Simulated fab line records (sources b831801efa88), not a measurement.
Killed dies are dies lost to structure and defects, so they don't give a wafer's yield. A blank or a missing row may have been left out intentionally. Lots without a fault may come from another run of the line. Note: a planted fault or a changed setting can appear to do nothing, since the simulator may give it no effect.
Which tool is to blame? | flow gf180mcu | 6 lots, 18 wafers sampled, at 4 steps of a route of 602

WHAT EACH GAUGE READ, for each wafer
GF_VT_IMPLANT_RS_MEAS_49: uses a four-point probe to measure.
lot  | measured     | on            | MVPSD_RS (ohm/sq)
L706 | day 8 12:26  | film-metro-02 | 1166 1166 1167
L710 | day 9 08:25  | film-metro-01 | 1174 1170 1173
L713 | day 10 09:36 | film-metro-02 | 1164 1163 1162
L719 | day 11 20:18 | film-metro-03 | 1170 1168 1169
L723 | day 12 21:15 | film-metro-02 | 1145 1143 1148
L726 | day 13 14:52 | film-metro-02 | 1169 1166 1167

WHAT TOOL EACH LOT RAN ON (gives the tool, then ch and the chambers of the sampled wafers, and finally the start)
lot  | GF_STI_CMP_25                | GF_MVPSD_IMPLANT_08             | GF_VT_IMPLANT_RTA_45
L706 | cmp-01 ch 0,1,2, day 2 19:57 | implanter-01 ch 0, day 5 20:53  | rtp-anneal-01 ch 0, day 8 11:58
L710 | cmp-02 ch 0,3, day 3 13:23   | implanter-03 ch 0, day 6 16:08  | rtp-anneal-01 ch 0, day 9 07:58
L713 | cmp-01 ch 1,2, day 4 06:59   | implanter-04 ch 0, day 7 14:05  | rtp-anneal-02 ch 0, day 10 09:08
L719 | cmp-01 ch 0,1,2, day 5 08:34 | implanter-03 ch 0, day 8 20:11  | rtp-anneal-02 ch 0, day 11 19:50
L723 | cmp-01 ch 0,3, day 6 06:42   | implanter-01 ch 0, day 9 19:12  | rtp-anneal-02 ch 0, day 12 20:47
L726 | cmp-01 ch 0,3, day 6 21:19   | implanter-04 ch 0, day 10 10:02 | rtp-anneal-01 ch 0, day 13 14:25
- GF_STI_CMP_25: polishes, stops on Si3N4, t overpolish 33 s, target thk 524.6 nm.
- GF_MVPSD_IMPLANT_08
- GF_VT_IMPLANT_RTA_45: time 30 s.

THE ANSWER, worked out from the rows above alone
Rule: the lots themselves supply what counts as usual. Put in order of their means at a reading, lots are off if they are a third of the lots or fewer, leave a main group of 4 or more, and stand apart from it by a gap of 3 or more times the standard deviation of the main group's means; of several such gaps the widest counts. Not used: any main group whose means are identical at the precision the tables above print for the reading. Also off: a lot with no number at a reading for which 4 or more lots have one. All remaining lots with rows at the step are treated as sound.
Off: at GF_VT_IMPLANT_RS_MEAS_49 (MVPSD_RS), L723. Main group: mean 1168 ohm/sq, sd 3.1.
A tool fits if, at a process step before that reading, it ran every lot that is off, and no sound lot after the first of them. Those tools and the gauges at GF_VT_IMPLANT_RS_MEAS_49 are tried in the same way. Undecided on this evidence; 2 tools fit (implanter-01 at GF_MVPSD_IMPLANT_08, rtp-anneal-02 at GF_VT_IMPLANT_RTA_45).

WHAT THE SIMULATOR PUT IN
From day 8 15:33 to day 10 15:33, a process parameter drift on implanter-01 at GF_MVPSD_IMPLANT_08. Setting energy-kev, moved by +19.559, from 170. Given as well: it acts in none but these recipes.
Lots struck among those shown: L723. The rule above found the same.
